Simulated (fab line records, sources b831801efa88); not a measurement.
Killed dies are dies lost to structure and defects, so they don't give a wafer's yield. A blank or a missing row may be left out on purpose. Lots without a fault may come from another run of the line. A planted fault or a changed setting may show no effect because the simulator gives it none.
Which tool did it? | flow sky130 | 14 lots, 42 wafers sampled, at 6 steps of a route of 708

WHAT THE GAUGES READ, wafer by wafer
SKY_FIELD_ISO_THK_MEAS_23.
lot  | measured    | on            | FIELD_ISO_OXIDATION_01_THK (nm)
L330 | day 2 05:10 | film_metro-03 | 10.53 10.32 10.25
L331 | day 2 13:01 | film_metro-04 | 10.63 10.48 10.58
L332 | day 2 18:11 | film_metro-03 | 10.23 10.29 10.25
L333 | day 2 23:22 | film_metro-01 | 10.14 10.07 9.73
L334 | day 3 04:49 | film_metro-01 | 9.78 9.98 9.93
L335 | day 3 07:40 | film_metro-01 | 10.14 10.08 10.12
L337 | day 3 18:07 | film_metro-04 | 10.25 10.04 10.21
L339 | day 4 08:52 | film_metro-03 | 9.93 9.74 9.85
L341 | day 4 16:23 | film_metro-01 | 9.96 9.66 9.78
L342 | day 4 20:24 | film_metro-01 | 9.92 9.67 9.86
L343 | day 5 04:09 | film_metro-01 | 10.24 10.34 10.27
L347 | day 5 22:31 | film_metro-01 | 10.27 10.17 10.09
L352 | day 7 00:52 | film_metro-03 | 10.05 10.10 10.09
L353 | day 7 07:00 | film_metro-01 | 9.95 9.93 10.23

SKY_VT_ADJUST_LVTN_TW_MEAS_10.
lot  | measured     | on            | VT_ADJUST_LVTN_TW
L330 | day 6 17:37  | film_metro-01 | 240.0 239.5 240.1
L331 | day 7 03:10  | film_metro-04 | 241.7 242.0 242.7
L332 | day 7 09:49  | film_metro-01 | 239.2 239.9 239.3
L333 | day 7 15:46  | film_metro-01 | 239.4 239.2 239.9
L334 | day 7 22:49  | film_metro-02 | 245.8 246.8 247.3
L335 | day 8 02:34  | film_metro-04 | 241.8 242.5 240.3
L337 | day 8 16:34  | film_metro-04 | 241.8 241.9 243.0
L339 | day 9 11:12  | film_metro-04 | 241.3 242.7 243.0
L341 | day 10 00:07 | film_metro-04 | 243.3 245.3 242.6
L342 | day 10 02:49 | film_metro-02 | 30.7 30.6 30.5
L343 | day 10 13:56 | film_metro-04 | 30.2 30.2 30.5
L347 | day 11 12:31 | film_metro-02 | 246.3 248.2 248.3
L352 | day 12 20:10 | film_metro-01 | 240.1 240.6 239.6
L353 | day 13 03:49 | film_metro-04 | 242.0 241.7 241.8

SKY_VT_ADJUST_LVTN_TW_MEAS_21.
lot  | measured     | on            | VT_ADJUST_LVTN_2_TW
L330 | day 7 13:19  | film_metro-02 | 190.2 191.1 190.3
L331 | day 7 23:07  | film_metro-01 | 184.7 185.8 185.3
L332 | day 8 05:40  | film_metro-04 | 187.7 188.6 187.9
L333 | day 8 12:37  | film_metro-01 | 185.4 185.4 184.8
L334 | day 8 19:55  | film_metro-04 | 188.1 187.1 187.9
L335 | day 9 00:13  | film_metro-01 | 186.8 184.7 184.7
L337 | day 9 15:05  | film_metro-02 | 191.5 190.2 190.7
L339 | day 10 10:55 | film_metro-02 | 189.9 190.3 190.2
L341 | day 10 23:04 | film_metro-01 | 185.2 187.0 186.9
L342 | day 11 02:40 | film_metro-02 | 191.8 191.8 191.4
L343 | day 11 12:59 | film_metro-04 | 186.4 186.9 187.7
L347 | day 12 12:42 | film_metro-01 | 185.4 185.6 185.3
L352 | day 13 20:52 | film_metro-02 | 192.1 191.8 191.1
L353 | day 14 05:16 | film_metro-02 | 191.4 191.4 190.3

SKY_SONOS_TUNNEL_TW_MEAS_12.
lot  | measured     | on            | SONOS_TUNNEL_TW
L330 | day 11 05:09 | film_metro-02 | 203 202 201
L331 | day 11 16:43 | film_metro-02 | 202 202 202
L332 | day 12 00:47 | film_metro-02 | 202 202 201
L333 | day 12 08:13 | film_metro-04 | 198 198 199
L334 | day 12 16:37 | film_metro-02 | 202 201 202
L335 | day 12 22:12 | film_metro-02 | 202 201 201
L337 | day 13 15:26 | film_metro-04 | 199 199 199
L339 | day 14 12:11 | film_metro-02 | 200 201 201
L341 | day 15 02:32 | film_metro-02 | 202 202 202
L342 | day 15 08:06 | film_metro-04 | 197 197 197
L343 | day 15 20:49 | film_metro-01 | 194 192 193
L347 | day 16 22:30 | film_metro-02 | 202 202 203
L352 | day 18 13:17 | film_metro-04 | 198 198 197
L353 | day 18 22:35 | film_metro-02 | 202 201 201

WHICH TOOL RAN EACH LOT (tool, then ch and the chambers of the sampled wafers, then the start)
lot  | SKY_VT_ADJUST_HVTP_STRIP_10          | SKY_VT_ADJUST_LVTN_STRIP_09
L330 | plasma_asher-03 ch 0,1, day 5 21:52  | plasma_asher-03 ch 0,1, day 6 17:31
L331 | plasma_asher-04 ch 0,1, day 6 07:34  | plasma_asher-04 ch 0,1, day 7 03:04
L332 | plasma_asher-04 ch 0,1, day 6 13:40  | plasma_asher-03 ch 0,1, day 7 09:43
L333 | plasma_asher-03 ch 0,1, day 6 19:56  | plasma_asher-02 ch 0,1, day 7 15:39
L334 | plasma_asher-01 ch 0,1, day 7 02:50  | plasma_asher-03 ch 0,1, day 7 22:43
L335 | plasma_asher-03 ch 0,1, day 7 06:41  | plasma_asher-04 ch 1, day 8 02:28
L337 | plasma_asher-03 ch 0,1, day 7 19:47  | plasma_asher-02 ch 0,1, day 8 16:28
L339 | plasma_asher-04 ch 0,1, day 8 13:14  | plasma_asher-04 ch 0,1, day 9 11:06
L341 | plasma_asher-01 ch 0,1, day 9 01:20  | plasma_asher-04 ch 0, day 10 00:01
L342 | plasma_asher-03 ch 0,1, day 9 04:44  | plasma_asher-03 ch 0,1, day 10 02:42
L343 | plasma_asher-03 ch 0,1, day 9 14:55  | plasma_asher-04 ch 0,1, day 10 13:50
L347 | plasma_asher-03 ch 0,1, day 10 13:13 | plasma_asher-03 ch 0,1, day 11 12:25
L352 | plasma_asher-01 ch 0,1, day 11 20:17 | plasma_asher-04 ch 0,1, day 12 20:04
L353 | plasma_asher-01 ch 0,1, day 12 02:38 | plasma_asher-04 ch 1, day 13 03:43
- SKY_VT_ADJUST_HVTP_STRIP_10: strips in O2/N2.
- SKY_VT_ADJUST_LVTN_STRIP_09: strips in O2/N2.

WHAT THE TOOLS THEMSELVES READ (means of the sampled wafers that have a number; where no wafer has one, the mark that the record gives instead)
SKY_VT_ADJUST_HVTP_STRIP_10.
lot  | tool            | chamber_pressure_mTorr (mTorr) | drypump_motor_current_A (A) | oes_product_au (a.u.) | strip_time_to_endpoint_s (s)
L330 | plasma_asher-03 | 1500.6                         | 6.22                        | 0.718                 | 14.19
L331 | plasma_asher-04 | 1499.3                         | 5.83                        | 0.715                 | 14.21
L332 | plasma_asher-04 | 1499.0                         | 5.80                        | 0.714                 | 14.20
L333 | plasma_asher-03 | 1500.4                         | 6.27                        | 0.721                 | 14.21
L334 | plasma_asher-01 | 1499.2                         | 6.25                        | 0.715                 | 14.18
L335 | plasma_asher-03 | 1499.5                         | 6.26                        | 0.709                 | 14.15
L337 | plasma_asher-03 | 1500.3                         | 6.24                        | 0.714                 | 14.27
L339 | plasma_asher-04 | 1499.1                         | 5.79                        | 0.715                 | 14.21
L341 | plasma_asher-01 | 1499.8                         | 6.26                        | 0.715                 | 14.17
L342 | plasma_asher-03 | -                              | -                           | -                     | -
L343 | plasma_asher-03 | -                              | -                           | -                     | -
L347 | plasma_asher-03 | 1500.1                         | 6.24                        | 0.712                 | 14.15
L352 | plasma_asher-01 | 1500.9                         | 6.15                        | 0.715                 | 14.20
L353 | plasma_asher-01 | 1499.6                         | 6.13                        | 0.715                 | 14.17

SKY_VT_ADJUST_LVTN_STRIP_09.
lot  | tool            | chamber_pressure_mTorr (mTorr) | drypump_motor_current_A (A) | oes_product_au (a.u.) | strip_time_to_endpoint_s (s)
L330 | plasma_asher-03 | 1500.7                         | 6.26                        | 0.726                 | 36.71
L331 | plasma_asher-04 | 1499.1                         | 5.85                        | 0.722                 | 36.84
L332 | plasma_asher-03 | 1499.1                         | 6.25                        | 0.726                 | 36.76
L333 | plasma_asher-02 | 1500.7                         | 6.28                        | 0.724                 | 36.99
L334 | plasma_asher-03 | 1499.7                         | 6.21                        | 0.720                 | 36.94
L335 | plasma_asher-04 | 1499.9                         | 5.89                        | 0.722                 | 36.88
L337 | plasma_asher-02 | 1500.4                         | 6.48                        | 0.722                 | 37.01
L339 | plasma_asher-04 | 1498.8                         | 5.85                        | 0.721                 | 36.92
L341 | plasma_asher-04 | 1501.7                         | 5.75                        | 0.723                 | 36.93
L342 | plasma_asher-03 | 1501.3                         | 6.27                        | 0.731                 | 53.78
L343 | plasma_asher-04 | 1500.7                         | 5.79                        | 0.728                 | 53.73
L347 | plasma_asher-03 | 1500.6                         | 6.24                        | 0.726                 | 36.88
L352 | plasma_asher-04 | 1500.2                         | 5.79                        | 0.725                 | 36.66
L353 | plasma_asher-04 | 1499.1                         | 5.87                        | 0.724                 | 36.72

THE ANSWER, worked out from the rows above alone
Rule: what is usual is taken from the lots themselves. Put in order of their means at a reading, lots are off if they are a third of the lots or fewer, leave a main group of 4 or more, and stand apart from it by a gap of 3 or more times the standard deviation of the main group's means; of several such gaps the widest counts. A main group whose means are all the same, to the digits that the tables above print for the reading, isn't used. A lot without any number at a reading at which 4 lots or more have one is off too. The other lots that the step has rows for count as sound. The gauges are gone through in route order, then the tools' own readings, and for those a lot's mean is taken as printed above. The first step at which some lot is off is used, and at that step the reading that is off furthest; a lot without a number counts as furthest.
Off: L342, L343, at SKY_VT_ADJUST_LVTN_TW_MEAS_10 (VT_ADJUST_LVTN_TW). The main group: mean 242.2, standard deviation 2.5.
A tool fits if, at a process step before that reading, it ran every lot that is off, and no sound lot after the first of them. The gauges at SKY_VT_ADJUST_LVTN_TW_MEAS_10 aren't tried: what is off there is off at SKY_VT_ADJUST_HVTP_STRIP_10 too, on other tools, and a gauge's error can't cause that. None of those tried fits.

WHAT THE SIMULATOR HAD PUT IN
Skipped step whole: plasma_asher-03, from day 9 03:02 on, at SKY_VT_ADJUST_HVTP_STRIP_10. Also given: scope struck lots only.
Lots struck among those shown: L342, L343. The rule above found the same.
